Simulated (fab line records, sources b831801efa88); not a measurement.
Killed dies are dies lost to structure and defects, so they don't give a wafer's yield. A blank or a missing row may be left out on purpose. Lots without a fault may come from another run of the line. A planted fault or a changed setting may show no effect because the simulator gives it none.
A struck lot beside a sound one | flow sky130 | 16 steps out of a route of 708
Sound: wafers L415.2, L415.4, L415.6. Struck: wafers L413.2, L413.3, L413.6. The cause comes at the end.
At each step with rows: each side's tool, then ch and its chambers, then its first start. Under that, the readings that differ: sound wafers | struck wafers | difference of the means | sigmas: that difference in standard deviations of wafers without a fault.
alike: readings whose means differ by less than 2 such deviations, and words and numbers that are the same on both sides. not compared: withheld readings, readings that some wafer has no value for, bounds like >300 that may hide the same value, and numbers for which the record gives no deviation and whose values overlap.
The two part at a step that has a row with sigmas, a row that says differs or no value, or rows on one side only. Numbers that don't overlap but have no deviation are shown without sigmas and don't part them. A reading that every wafer of one side lacks parts them only if that side has two wafers or more.

first, 2 steps without rows for these wafers: SKY_METAL4_PEB_11; SKY_METAL4_DEVELOP_12 (develop time 60 s).
SKY_METAL4_CD_MEAS_13: target cd 300 nm.
  sound on cd_sem-02, day 45 10:16; struck on cd_sem-01, day 44 18:34
  alike: cd_nm
SKY_METAL4_OVL_MEAS_14:
  sound on overlay-01, day 45 10:22; struck on overlay-01, day 44 18:40
  alike: METAL4_OVL
SKY_METAL4_DESCUM_15: chemistry O2, time 8 s.
  sound on rie_metal-02 ch 1, day 45 10:24; struck on rie_metal-04 ch 0,1, day 44 18:41
  alike: drypump_motor_current_A, oes_product_au
  not compared: rf_hours_counter_h
SKY_METAL4_ETCH_16: etches BARC in N2/H2, stops on SiO2, time 88.2 s, target depth 60 nm.
  sound on rie_metal-02 ch 1, day 45 10:26; struck on rie_metal-04 ch 0,1, day 44 18:44
  alike: drypump_motor_current_A, oes_product_au, throttle_valve_pct
  not compared: rf_hours_counter_h
SKY_METAL4_ETCH_17: etches SiO2 in C4F8/O2/Ar, stops on TiN, time 3.9 s, target depth 15 nm.
  sound on rie_diel-04 ch 0,2,3, day 45 10:32; struck on rie_diel-03 ch 1,2,3, day 44 18:49
  alike: oes_product_au
  not compared: rf_hours_counter_h
SKY_METAL4_METAL_ETCH_18: etches the open film in Cl2/BCl3, stops on SiO2, target depth 845 nm, time 183.1 s.
  sound on rie_metal-04 ch 0,1, day 45 10:33; struck on rie_metal-03 ch 0, day 44 18:50
  alike: drypump_motor_current_A, oes_product_au, throttle_valve_pct
  not compared: rf_hours_counter_h
SKY_METAL4_STRIP_19: strips in O2/N2.
  sound on plasma_asher-03 ch 0,1, day 45 10:43; struck on plasma_asher-01 ch 0, day 44 19:01
  alike: drypump_motor_current_A, oes_product_au, strip_time_to_endpoint_s
  not compared: rf_hours_counter_h
then, 3 steps without rows for these wafers: SKY_METAL4_STRIP_20 (strips in post etch residue remover, time 1200 s); SKY_METAL4_CLEAN_21 (cleans in IPA, time 180 s); SKY_METAL4_CLEAN_22 (cleans in O3/DIW).
SKY_VIA4_HDPCVD_00: deposits SiO2, target thk 1750 nm, time 291.7 s.
  sound on hdpcvd-02 ch 0,1, day 45 11:28; struck on hdpcvd-01 ch 0,1,2, day 44 19:37
  reading                                  | sound             | struck            | difference | sigmas
  sih4_flow_sccm (sccm)                    | 59.83 60.08 60.09 | 71.88 72.16 71.69 | +11.91     | +70
  model.SiO2_of_VIA4_HDPCVD_00.thk_nm (nm) | 1742 1754 1726    | 2072 2071 2095    | +339       |
SKY_VIA4_THK_MEAS_01:
  sound on film_metro-01, day 45 11:39; struck on film_metro-02, day 44 19:49
  reading              | sound          | struck         | difference | sigmas
  VIA4_HDPCVD_THK (nm) | 1743 1754 1725 | 2071 2074 2096 | +340       | +20
then, 1 step without rows for these wafers: SKY_VIA4_CMP_02 (polishes SiO2).
-- the record jumps here: 4 days lie between the struck wafers' starts before and after (it left off in module VIA4 and takes up again in module PAD_OPEN, whose first step shown is number 708 of the route) --
SKY_PAD_OPEN_PROBE_99:
  sound on prober-01, day 49 04:09; struck on prober-01, day 48 14:31
  alike: defect_limited_yield, killed_at_M0_to_M3, killed_at_M4_up, killed_at_contacts, killed_at_front_end, killed_at_other, killed_dies, killed_open, killed_short, sort_bin_3_pad_short, sort_bin_5_function, sort_bin_6_memory, sort_n_pass, sort_yield_pct

WHERE THEY PART
First at SKY_VIA4_HDPCVD_00; last, within this record, at SKY_VIA4_THK_MEAS_01. Later steps at which nothing parts them and some readings are alike: SKY_PAD_OPEN_PROBE_99.

WHY: what the simulator had put in
Process parameter drift: hdpcvd-01, from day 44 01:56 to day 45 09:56, at SKY_VIA4_HDPCVD_00. Setting sih4_flow_sccm, moved by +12, from 60. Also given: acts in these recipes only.
